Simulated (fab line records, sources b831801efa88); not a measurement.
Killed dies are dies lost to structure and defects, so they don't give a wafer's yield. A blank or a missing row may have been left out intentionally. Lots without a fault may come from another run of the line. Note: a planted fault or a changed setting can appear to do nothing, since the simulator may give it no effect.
fab line records    flow sky130
record lots=11  wafers=32  last-day=50
route steps=708 shown VIA3@593 METAL4@631 METAL5@661 PASSIVATION@683 PAD_OPEN@708
lots that met no fault: taken from a fault-free run of the same line
start-h: hours from the record's opening day to when the first of the lot's shown wafers began    wait-h: how many hours have passed since the lot's step before this one    " same as the row above    L1.1+2: several wafers, shown together as one row    - no value, or no start was given    * or withheld: withheld    < > ~ a bound
route shown NAME@n: names a module that has steps shown in the file, with the first one's number in the route    usual: average and standard deviation across the fault-free wafers    same: alike in all rows    chamber/n: place in a boat    sites: per-site readings    _std_site: how widely they spread, as a standard deviation    _edge_site: inner sites' mean taken away from outer sites' mean    radius-mm: how far each site lies from the wafer's centre    mask NAME#n: copy n    behind: the tool/chamber that last shaped the wafer    hold: reason for holding the lot/hours on hold/outcome of the hold    device: the transistor (n, p or np) that didn't switch    end of line: the tests these same wafers got at the end of their route    for a step that has no rows: nothing shown but its recipe    killed: not the wafer's yield, but the dies lost to structure and defects at the first sort    map: a wafer's dies, x killed, . not, _ none there
set.NAME: the setting as run; set.NAME@STEP: as run at that earlier step    model.NAME: the simulator's own value behind a step, which no gauge read
the route's steps for a sample of lots (tables are steps, rows are wafers)
services: from which hour (start-h, from the record's first day; less than 0 if before it) a tool's chamber was out of use, for how many hours, and why
## steps
# step SKY_VIA3_SPUTTER_20
# recipe material=TiN  target-thk-nm=20  chamber-pressure-pa=5  power-w=4000  time-s=80
# usual cathode-dc-power-W=4000.0/0.71  throttle-valve-pct=30.1/1.2
lot.wafer  tool            chamber  start-h  wait-h  cathode-dc-power-W  throttle-valve-pct
L119.1     pvd-sputter-04  -        942.51   0.0     3999.5              31.4
L119.2     "               -        "        "       4000.1              30.3
L119.3     "               -        "        "       4000.8              31.5
L122.4     pvd-sputter-03  -        961.89   0.0     4000.1              29.0
L122.5     "               -        "        "       4000.8              29.9
L122.6     "               -        "        "       3999.7              29.0
L121.2     pvd-sputter-01  -        966.75   0.0     3999.9              28.6
L121.3     "               -        "        "       4001.3              29.6
L121.5     "               -        "        "       3999.6              30.2
L124.2     pvd-sputter-03  -        983.22   0.0     3999.5              29.9
L124.3     "               -        "        "       3999.9              28.8
L124.6     "               -        "        "       3999.2              29.3
L125.2     pvd-sputter-04  -        986.72   0.0     3999.7              31.5
L125.5     "               -        "        "       3999.8              30.1
L125.6     "               -        "        "       4001.2              31.7
L133.5     pvd-sputter-04  -        1032.77  0.0     3999.9              30.1
L133.6     "               -        "        "       3998.6              31.6
L135.2     pvd-sputter-03  -        1044.26  0.0     3999.9              29.0
L135.4     "               -        "        "       4000.7              29.7
L135.5     "               -        "        "       3999.7              29.7
L136.1     pvd-sputter-03  -        1049.41  0.0     4000.2              29.6
L136.2     "               -        "        "       3998.9              29.1
L136.4     "               -        "        "       4001.7              28.7
L138.3     pvd-sputter-04  -        1060.93  0.0     3999.0              32.6
L138.4     "               -        "        "       4000.0              30.0
L138.5     "               -        "        "       4000.8              31.6
L139.3     pvd-sputter-01  -        1071.28  0.0     3999.9              28.7
L139.5     "               -        "        "       4000.5              30.2
L139.6     "               -        "        "       4000.2              30.5
L140.1     pvd-sputter-01  -        1084.91  0.0     3999.5              30.0
L140.3     "               -        "        "       4000.9              29.2
L140.5     "               -        "        "       4001.4              30.3
# step SKY_METAL4_DESCUM_15
# recipe chemistry=O2  source-power-w=150  bias-power-w=0  pressure-mtorr=10  temp-c=40  time-s=8
# usual drypump-motor-current-A=5.6/0.5  oes-product-au=1.002/0.011  temp-c=39.99/0.1
lot.wafer  tool          chamber  start-h  wait-h  drypump-motor-current-A  oes-product-au  rf-hours-counter-h  temp-c
L119.1     rie-metal-03  1        990.72   0.0     5.7                      1.010           9                   40.08
L119.2     "             1        "        "       5.7                      1.021           -                   40.05
L119.3     "             1        "        "       5.7                      1.010           -                   40.02
L122.4     rie-metal-01  0        1010.86  0.0     5.4                      1.009           -                   39.83
L122.5     "             0        "        "       5.4                      1.000           -                   39.94
L122.6     "             0        "        "       5.4                      1.004           -                   39.73
L121.2     rie-metal-01  1        1014.19  0.0     5.1                      0.979           0                   39.97
L121.3     "             1        "        "       5.1                      0.985           -                   40.22
L121.5     "             0        "        "       5.4                      0.997           -                   40.03
L124.2     rie-metal-01  1        1030.71  0.0     5.0                      0.983           1                   39.96
L124.3     "             1        "        "       5.1                      0.993           -                   39.88
L124.6     "             0        "        "       5.4                      1.003           -                   40.11
L125.2     rie-metal-02  0        1034.51  0.0     6.5                      1.024           5                   39.96
L125.5     "             0        "        "       6.5                      1.023           -                   40.03
L125.6     "             1        "        "       6.2                      1.011           -                   40.05
L133.5     rie-metal-01  0        1077.18  0.0     5.4                      1.005           -                   40.00
L133.6     "             1        "        "       5.1                      1.002           -                   40.20
L135.2     rie-metal-01  0        1088.66  0.0     5.4                      1.007           18                  39.95
L135.4     "             0        "        "       5.4                      1.010           -                   40.04
L135.5     "             0        "        "       5.4                      1.007           -                   39.95
L136.1     rie-metal-02  0        1093.74  0.0     6.5                      1.014           10                  39.94
L136.2     "             1        "        "       6.3                      1.002           14                  40.07
L136.4     "             0        "        "       6.5                      1.009           -                   40.05
L138.3     rie-metal-01  1        1103.77  0.0     5.1                      0.983           -                   40.04
L138.4     "             0        "        "       5.4                      0.995           -                   39.90
L138.5     "             1        "        "       5.1                      0.988           -                   39.92
L139.3     rie-metal-02  0        1114.35  0.0     6.5                      1.018           -                   39.98
L139.5     "             0        "        "       6.5                      1.015           -                   39.78
L139.6     "             1        "        "       6.3                      1.001           -                   40.00
L140.1     rie-metal-01  1        1126.34  0.0     5.0                      0.983           6                   39.95
L140.3     "             1        "        "       5.1                      0.995           -                   39.90
L140.5     "             0        "        "       5.4                      1.002           -                   40.03
# step SKY_METAL5_SPUTTER_00
# recipe material=Ti  target-thk-nm=15  power-w=3000  time-s=10  chamber-pressure-pa=0.4
# usual cathode-dc-power-W=3000.0/0.59  throttle-valve-pct=30.3/1.2
lot.wafer  tool            chamber  start-h  wait-h  cathode-dc-power-W  throttle-valve-pct
L119.1     pvd-sputter-04  -        1016.24  0.1     3000.4              30.0
L119.2     "               -        "        "       2999.8              32.7
L119.3     "               -        "        "       2999.5              31.2
L122.4     pvd-sputter-04  -        1036.88  0.1     3000.5              32.4
L122.5     "               -        "        "       3000.7              32.4
L122.6     "               -        "        "       3001.4              31.5
L121.2     pvd-sputter-01  -        1039.21  0.1     2999.8              28.8
L121.3     "               -        "        "       2999.1              30.4
L121.5     "               -        "        "       3000.2              30.3
L124.2     pvd-sputter-03  -        1055.31  0.2     3000.3              29.4
L124.3     "               -        "        "       2999.8              28.6
L124.6     "               -        "        "       3000.0              29.8
L125.2     pvd-sputter-01  -        1059.24  0.2     2999.2              29.9
L125.5     "               -        "        "       2999.9              30.0
L125.6     "               -        "        "       3000.5              29.4
L133.5     pvd-sputter-03  -        1100.67  0.0     2998.6              29.4
L133.6     "               -        "        "       3000.1              29.0
L135.2     pvd-sputter-04  -        1112.10  0.2     3000.4              30.1
L135.4     "               -        "        "       2999.7              32.6
L135.5     "               -        "        "       3000.3              30.2
L136.1     pvd-sputter-01  -        1116.41  0.2     2999.6              29.0
L136.2     "               -        "        "       2999.6              29.5
L136.4     "               -        "        "       2999.6              30.3
L138.3     pvd-sputter-04  -        1126.91  0.1     3000.0              31.6
L138.4     "               -        "        "       2999.6              32.6
L138.5     "               -        "        "       3000.2              31.6
L139.3     pvd-sputter-01  -        1137.42  0.1     3000.5              28.9
L139.5     "               -        "        "       3000.5              30.3
L139.6     "               -        "        "       3000.4              28.7
L140.1     pvd-sputter-01  -        1147.80  0.1     3001.1              28.7
L140.3     "               -        "        "       3000.0              29.1
L140.5     "               -        "        "       2999.1              30.0
# step SKY_PASSIVATION_CVD_02
# recipe material=Si3N4  target-thk-nm=540  temp-c=400  time-s=withheld  rf-w=450
# usual heater-power-w=686/87  rf-fwd-power-W=449.2/1.4
lot.wafer  tool      chamber  start-h  wait-h  heater-power-w  rf-fwd-power-W
L119.1     pecvd-03  0        1039.10  0.1     739             449.7
L119.2     "         1        "        "       681             446.1
L119.3     "         2        "        "       568             451.1
L122.4     pecvd-02  0        1059.98  0.1     563             450.1
L122.5     "         0        "        "       618             450.3
L122.6     "         2        "        "       778             448.7
L121.2     pecvd-01  1        1062.21  0.0     527             446.8
L121.3     "         0        "        "       794             450.8
L121.5     "         1        "        "       574             446.5
L124.2     pecvd-01  2        1077.17  0.0     702             450.3
L124.3     "         1        "        "       642             451.6
L124.6     "         2        "        "       750             449.8
L125.2     pecvd-02  0        1081.00  0.0     694             449.1
L125.5     "         0        "        "       583             447.8
L125.6     "         2        "        "       798             449.9
L133.5     pecvd-03  2        1121.23  0.1     522             521.1
L133.6     "         0        "        "       687             521.1
L135.2     pecvd-03  1        1133.26  0.0     639             521.2
L135.4     "         1        "        "       652             523.3
L135.5     "         1        "        "       669             521.5
L136.1     pecvd-01  0        1136.97  0.1     777             452.5
L136.2     "         2        "        "       743             449.0
L136.4     "         0        "        "       768             448.5
L138.3     pecvd-01  0        1146.46  0.1     778             448.1
L138.4     "         2        "        "       706             450.6
L138.5     "         0        "        "       771             449.3
L139.3     pecvd-01  1        1156.70  0.0     506             450.6
L139.5     "         2        "        "       786             449.3
L139.6     "         1        "        "       562             449.3
L140.1     pecvd-01  1        1166.40  0.1     627             446.4
L140.3     "         0        "        "       806             447.4
L140.5     "         0        "        "       670             447.6
# step SKY_PASSIVATION_THK_MEAS_03
# recipe reads=Si3N4_of_PASSIVATION_CVD_02
# usual PASSIVATION_CVD_02_THK=540/7.1
lot.wafer  tool           chamber  start-h  wait-h  PASSIVATION_CVD_02_THK[nm]
L119.1     film-metro-03  -        1039.38  -       530
L119.2     "              -        "        "       535
L119.3     "              -        "        "       534
L122.4     film-metro-03  -        1060.24  -       543
L122.5     "              -        "        "       545
L122.6     "              -        "        "       545
L121.2     film-metro-02  -        1062.44  -       537
L121.3     "              -        "        "       533
L121.5     "              -        "        "       539
L124.2     film-metro-03  -        1077.41  -       532
L124.3     "              -        "        "       531
L124.6     "              -        "        "       535
L125.2     film-metro-03  -        1081.35  -       537
L125.5     "              -        "        "       539
L125.6     "              -        "        "       543
L133.5     film-metro-03  -        1121.38  -       572
L133.6     "              -        "        "       571
L135.2     film-metro-03  -        1133.61  -       561
L135.4     "              -        "        "       575
L135.5     "              -        "        "       567
L136.1     film-metro-04  -        1137.19  -       541
L136.2     "              -        "        "       529
L136.4     "              -        "        "       546
L138.3     film-metro-03  -        1146.71  -       544
L138.4     "              -        "        "       541
L138.5     "              -        "        "       548
L139.3     film-metro-04  -        1156.95  -       539
L139.5     "              -        "        "       537
L139.6     "              -        "        "       545
L140.1     film-metro-03  -        1166.73  -       535
L140.3     "              -        "        "       547
L140.5     "              -        "        "       544
# step SKY_PAD_OPEN_PROBE_99
# usual defect-limited-yield=82.6/1.7  killed_at_M0_to_M3=42/6.4  killed_at_M4_up=3.2/1.9  killed-at-contacts=24/4.8  killed-at-front-end=16/4.4  killed-at-other=0.3/0.55  killed-dies=86/8.6  killed-open=46/6.6  killed-short=39/5.7  sort_bin_3_pad_short=0.8/0.41  sort_bin_5_function=10.3/1.5  sort_bin_6_memory=6.3/1  sort-n-pass=406/8.6  sort-yield-pct=82.6/1.7
# same gross-dies=492  killed-at-back-side=0  sort_bin_4_leakage[%]=0  sort_bin_8_speed[%]=0
lot.wafer  tool       chamber  start-h  wait-h  defect-limited-yield[%]  killed_at_M0_to_M3  killed_at_M4_up  killed-at-contacts  killed-at-front-end  killed-at-other  killed-dies  killed-open  killed-short  sort_bin_3_pad_short[%]  sort_bin_5_function[%]  sort_bin_6_memory[%]  sort-n-pass  sort-yield-pct[%]
L133.5     prober-01  -        1161.51  0.2     82.7                     44                  5                26                  10                   0                85           44           41            0.8                      11.2                    5.3                   407          82.7
# killed by level:class
L133.5 CONTACT:geometric-particle:open=10 VIA1:geometric-particle:open=10 VIA1:geometric-particle:short=8 LI_CONTACT:geometric-particle:open=7 CONTACT:geometric-particle:short=5 METAL4:geometric-particle:short=5 METAL2:geometric-particle:short=5 LOCAL_INTERCONNECT:geometric-particle:short=4
## services
tool            chamber  start-h  hours  kind
pvd-sputter-01  3        922.56   -      consumable-replace:kit
pvd-sputter-01  3        922.56   18.0   scheduled-down
pvd-sputter-01  3        922.56   18.0   vent-cycle
pvd-sputter-01  -        923.22   5.2    repair
pecvd-02        -        926.06   4.3    pm
rie-metal-03    0        933.68   112.1  repair
pecvd-01        -        945.55   2.1    repair
pvd-sputter-04  -        953.60   0.5    repair
pecvd-01        -        967.24   0.8    repair
pecvd-02        1        991.03   3.8    repair
pecvd-02        1        1018.59  74.1   repair
pvd-sputter-01  2        1031.39  -      consumable-replace:kit
pvd-sputter-01  2        1031.39  18.0   scheduled-down
pvd-sputter-01  2        1031.39  18.0   vent-cycle
pecvd-03        -        1052.05  2.8    pm
pvd-sputter-01  -        1063.79  1.6    repair
pvd-sputter-04  -        1086.66  4.1    repair
pecvd-02        2        1087.23  3.2    repair
pecvd-02        -        1093.59  2.2    repair
pecvd-02        1        1104.66  13.2   repair
rie-metal-01    1        1109.47  16.3   repair
rie-metal-03    -        1133.08  28.1   pm
pecvd-01        1        1140.41  11.6   repair
pecvd-01        -        1144.38  0.8    repair
## key
first-sign step=SKY_PASSIVATION_CVD_02  reading=rf-fwd-power-W  direction=up  sigmas=51  usual=449.2  struck=521.6
effect step=SKY_PASSIVATION_THK_MEAS_03  reading=PASSIVATION_CVD_02_THK  direction=up  sigmas=4  usual=540  struck=569
met-at SKY_PASSIVATION_CVD_02
struck-lots L133,L135
not-acting-at SKY_VIA3_SPUTTER_20,SKY_METAL4_DESCUM_15,SKY_METAL5_SPUTTER_00
onset-between 1039.10 1121.23
fault kind=process-parameter-drift  tool=pecvd-03  chamber=-  onset-h=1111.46  steps=SKY_PASSIVATION_CVD_02  channel=rf-w  offset=72  shape=step  end-h=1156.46  acts-in=these-recipes-only  stated=450
